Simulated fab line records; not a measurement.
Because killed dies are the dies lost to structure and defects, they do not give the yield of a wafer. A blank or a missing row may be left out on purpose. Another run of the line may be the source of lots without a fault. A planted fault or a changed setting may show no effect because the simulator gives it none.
What tool caused it? ; flow sky130 ; Sampling: 13 lots, 39 wafers, 5 of 708 route steps

WHAT EACH GAUGE READ, for each wafer
The record lacks any reading of a measuring or inspecting step that a usual standard deviation could be used to judge.

WHICH TOOL RAN EACH LOT (tool, then ch and the chambers of the sampled wafers, then the start)
lot;SKY_NWELL_OXIDATION_01;SKY_VIA4_CMP_21;SKY_METAL5_SPUTTER_04;SKY_PASSIVATION_STRIP_12;SKY_PAD_OPEN_PROBE_99
L239;furnace-02 ch 0, day 2 10:49;cmp-02 ch 0,1,2, day 42 09:25;pvd-sputter-01, day 42 09:50;plasma-asher-01 ch 0,1, day 44 08:06;-
L240;furnace-02 ch 0, day 2 17:27;cmp-02 ch 0,2, day 42 20:29;pvd-sputter-01, day 42 20:52;plasma-asher-03 ch 0,1, day 44 18:43;-
L241;furnace-02 ch 0, day 2 21:15;cmp-02 ch 1,2,3, day 42 17:40;pvd-sputter-03, day 42 18:05;plasma-asher-04 ch 0,1, day 44 16:46;-
L243;furnace-02 ch 0, day 3 10:34;cmp-01 ch 1,3, day 43 20:40;pvd-sputter-01, day 43 21:05;plasma-asher-03 ch 0,1, day 45 17:22;-
L245;furnace-01 ch 0, day 3 20:08;cmp-02 ch 0,1,3, day 44 06:23;pvd-sputter-02, day 44 06:49;plasma-asher-01 ch 0,1, day 46 01:58;-
L246;furnace-02 ch 0, day 3 22:17;cmp-01 ch 0,1,3, day 44 18:16;pvd-sputter-02, day 44 18:35;plasma-asher-04 ch 0, day 46 12:13;-
L247;furnace-02 ch 0, day 4 03:31;cmp-01 ch 0,1,3, day 44 18:34;pvd-sputter-01, day 44 18:53;plasma-asher-01 ch 0,1, day 46 13:15;-
L248;furnace-01 ch 0, day 4 11:03;cmp-02 ch 0,3, day 45 04:31;pvd-sputter-03, day 45 04:53;plasma-asher-04 ch 0,1, day 46 23:06;-
L249;furnace-01 ch 0, day 4 14:54;cmp-01 ch 0,1,2, day 45 09:37;pvd-sputter-03, day 45 10:02;plasma-asher-03 ch 0, day 47 04:04;-
L258;furnace-02 ch 0, day 7 01:12;cmp-01 ch 1,2,3, day 48 01:48;pvd-sputter-01, day 48 02:13;plasma-asher-01 ch 0,1, day 49 15:46;-
L259;furnace-02 ch 0, day 7 06:51;cmp-02 ch 0,1,2, day 48 14:20;pvd-sputter-02, day 48 14:42;plasma-asher-04 ch 0,1, day 50 02:37;prober-02, day 50 20:44
L260;furnace-02 ch 0, day 7 06:51;cmp-02 ch 2,3, day 48 13:07;pvd-sputter-02, day 48 13:29;plasma-asher-01 ch 0,1, day 50 02:07;prober-01, day 50 20:08
L262;furnace-01 ch 0, day 8 19:02;cmp-02 ch 1,2,3, day 49 16:50;pvd-sputter-01, day 49 17:16;plasma-asher-04 ch 0,1, day 51 01:54;-
- SKY_NWELL_OXIDATION_01: stabilise 600 s, purge 300 s, target thk 10 nm.
- SKY_VIA4_CMP_21: polishes, stops on SiO2, t overpolish 25 s, target thk 0 nm.
- SKY_METAL5_SPUTTER_04: material TiN, target thk 70 nm, time 58.3 s.
- SKY_PASSIVATION_STRIP_12: strips in O2/N2.
- SKY_PAD_OPEN_PROBE_99

AS READ BY THE TOOLS THEMSELVES (means over the sampled wafers that have a number; for cases with no such wafer, the mark the record gives instead)
SKY_VIA4_CMP_21.
lot;tool;motor-current-A (A);overpolish-run-s (s);slurry-flow-ml-min;time-to-endpoint-s (s)
L239;cmp-02;10.7;24.997;150.1;116
L240;cmp-02;10.9;25.000;149.9;124
L241;cmp-02;10.7;24.995;149.6;124
L243;cmp-01;10.1;25.003;150.0;121
L245;cmp-02;10.5;25.001;150.2;119
L246;cmp-01;10.5;25.007;149.8;125
L247;cmp-01;10.3;24.986;149.5;124
L248;cmp-02;10.7;24.995;150.0;118
L249;cmp-01;10.9;25.007;150.3;127
L258;cmp-01;10.7;25.000;150.1;126
L259;cmp-02;10.9;25.004;149.7;116
L260;cmp-02;10.8;24.997;149.8;118
L262;cmp-02;10.9;25.007;149.6;121

SKY_METAL5_SPUTTER_04.
lot;tool;throttle-valve-pct (%)
L239;pvd-sputter-01;30.3
L240;pvd-sputter-01;31.3
L241;pvd-sputter-03;29.9
L243;pvd-sputter-01;30.1
L245;pvd-sputter-02;29.9
L246;pvd-sputter-02;29.6
L247;pvd-sputter-01;31.2
L248;pvd-sputter-03;29.0
L249;pvd-sputter-03;29.9
L258;pvd-sputter-01;30.1
L259;pvd-sputter-02;30.0
L260;pvd-sputter-02;29.6
L262;pvd-sputter-01;31.4

SKY_PASSIVATION_STRIP_12.
lot;tool;chamber-pressure-mTorr (mTorr);drypump-motor-current-A (A);oes-product-au (a.u.);strip-time-to-endpoint-s (s)
L239;plasma-asher-01;1499.5;6.0;0.657;31.65
L240;plasma-asher-03;1499.9;5.6;0.660;31.69
L241;plasma-asher-04;1500.2;5.3;0.663;31.68
L243;plasma-asher-03;1500.7;5.8;0.657;31.50
L245;plasma-asher-01;1499.5;6.0;0.659;31.62
L246;plasma-asher-04;1501.3;5.4;0.661;31.45
L247;plasma-asher-01;1499.6;6.0;0.659;31.67
L248;plasma-asher-04;1499.4;5.3;0.663;31.57
L249;plasma-asher-03;1498.7;6.0;0.665;31.47
L258;plasma-asher-01;1500.0;6.0;0.659;31.50
L259;plasma-asher-04;1499.0;5.3;0.659;31.68
L260;plasma-asher-01;1499.9;6.4;0.659;31.45
L262;plasma-asher-04;1501.3;5.4;0.662;31.41

SKY_PAD_OPEN_PROBE_99.
lot;tool;killed_at_M0_to_M3;killed_at_M4_up;killed-at-contacts;killed-at-front-end;killed-at-other;killed-dies;killed-on-rim;killed-open;killed-short
L259;prober-02;39;3.3;19;170;0.0;231;46;43;29
L260;prober-01;40;3.7;20;184;0.0;248;48;44;37

THE ANSWER, worked out from the rows above alone
Rule: what is usual is taken from the lots themselves. Put in order of their means at a reading, lots are off if they are a third of the lots or fewer, leave a main group of 4 or more, and stand apart from it by a gap of 3 or more times the standard deviation of the main group's means; of several such gaps the widest counts. A main group whose means are all the same, to the digits that the tables above print for the reading, isn't used. Also off: a lot with no number at a reading for which 4 or more lots have one. The other lots that the step has rows for count as sound. The gauges are gone through in route order, then the tools' own readings, and for those a lot's mean is taken as printed above. At the first step where some lot is off, the reading lying furthest off is the one used; lots without a number count as furthest.
No lot is off on any of the readings shown, so nothing can be concluded from this.

WHAT HAD BEEN PUT IN BY THE SIMULATOR
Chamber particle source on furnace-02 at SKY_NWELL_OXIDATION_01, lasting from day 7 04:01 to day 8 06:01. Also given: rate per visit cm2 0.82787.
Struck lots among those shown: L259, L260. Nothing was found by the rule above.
